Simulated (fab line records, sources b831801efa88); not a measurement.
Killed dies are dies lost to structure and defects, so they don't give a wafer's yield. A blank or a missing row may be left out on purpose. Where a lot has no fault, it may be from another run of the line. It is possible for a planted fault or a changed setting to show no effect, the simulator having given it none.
Problem report, 8D (eight disciplines) form, completed by code	flow gf180mcu	the parts of the form that need people (team, actions taken, sign-off) are left out

1. WHAT WENT WRONG
Across 6 wafers from 2 lots, LVPWELL_RS at GF_VT_IMPLANT_RS_MEAS_48 averages 1254.4 ohm/sq, while fault-free wafers read 1196.7 ohm/sq with a standard deviation of 2.6. Measured from the usual mean, that is +22 standard deviations.
The step: measures by four-point-probe.
Earliest sighting: wafer L148.2 on film_metro-01 at day 8 13:53. The record has a number at this step for 36 wafers belonging to 12 lots. The rule behind "out" and "out of limits": a value lying over 4 standard deviations away from the usual mean. All remaining wafers that have a number are taken as sound.

2. WHAT IT IS AND WHAT IT IS NOT
question	is	is not
which readings at this step	LVPWELL_RS	-
which lots	L148, L151	L145, L146, L147, L157, L160, L162, L163, L165, L166, L167
which wafers of those lots	all that have a number	-
read on which gauges	film_metro-01	film_metro-02, film_metro-04
when	from day 8 13:53	up to then (9 sound wafers); but 21 sound wafers of L157, L160, L162, L163, L165, L166, L167 came after

3. THE SUSPECTS, EACH WITH WHAT RULES IT OUT
Counting: a tool at any process step up to the reading remains a suspect when it ran all the lots that are out and ran no sound lot after the first of those.
- the gauge at GF_VT_IMPLANT_RS_MEAS_48 is ruled out. All the wafers that are out were read on film_metro-01, but those of them that GF_LVPWELL_IMPLANT_08 has rows for are out there too, on other tools.
- implanter-02 at GF_LVPWELL_IMPLANT_08: ruled out as a lasting fault. The sound lots L163, L165 went through it after L148, its earliest lot that is out (day 4 19:37).
Left after counting: nothing in the record.

4. THE CAUSE (what the simulator had put in)
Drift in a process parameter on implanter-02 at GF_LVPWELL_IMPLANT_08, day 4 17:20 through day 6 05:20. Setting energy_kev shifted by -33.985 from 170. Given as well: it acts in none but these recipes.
Counting ruled it out, wrongly: the rule takes a fault to strike every lot that its tool runs from its start on, and this one did not.

5. SEQUENCE OF EFFECTS, ordered by route
Each row: a reading where the mean over the struck wafers with a number is more than 3 standard deviations away from the usual. Readings are gone through only where the record gives a usual standard deviation; hours: the median, over the lots, of the time from a lot's start at the first step in this table giving one to that lot's start at this step; sigmas: the change measured in usual standard deviations.
hours	step	reading	usual	on struck wafers	change	sigmas
0	GF_LVPWELL_IMPLANT_08	beam_energy_keV	170.01	136.01	-34.00	-99 or more
92	GF_VT_IMPLANT_RS_MEAS_48	LVPWELL_RS	1196.7 ohm/sq	1254.4	+57.7	+22
Process steps it contains:
- GF_LVPWELL_IMPLANT_08
Later steps that measure or inspect, where all struck wafers having a row at the step show a number for every such reading and not one has moved that far: GF_DUAL_GATE_THK_MEAS_03.

6. WHAT WOULD HAVE CAUGHT IT SOONER
93 hours passed between the start of the fault at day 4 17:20 and the first reading out of limits at a measuring or inspecting step in this record, taken at day 8 13:53.
The tool's own readings at GF_LVPWELL_IMPLANT_08 were out on every struck wafer that the step has a row for (beam_energy_keV): an alarm limit on them would have fired on the first of those.
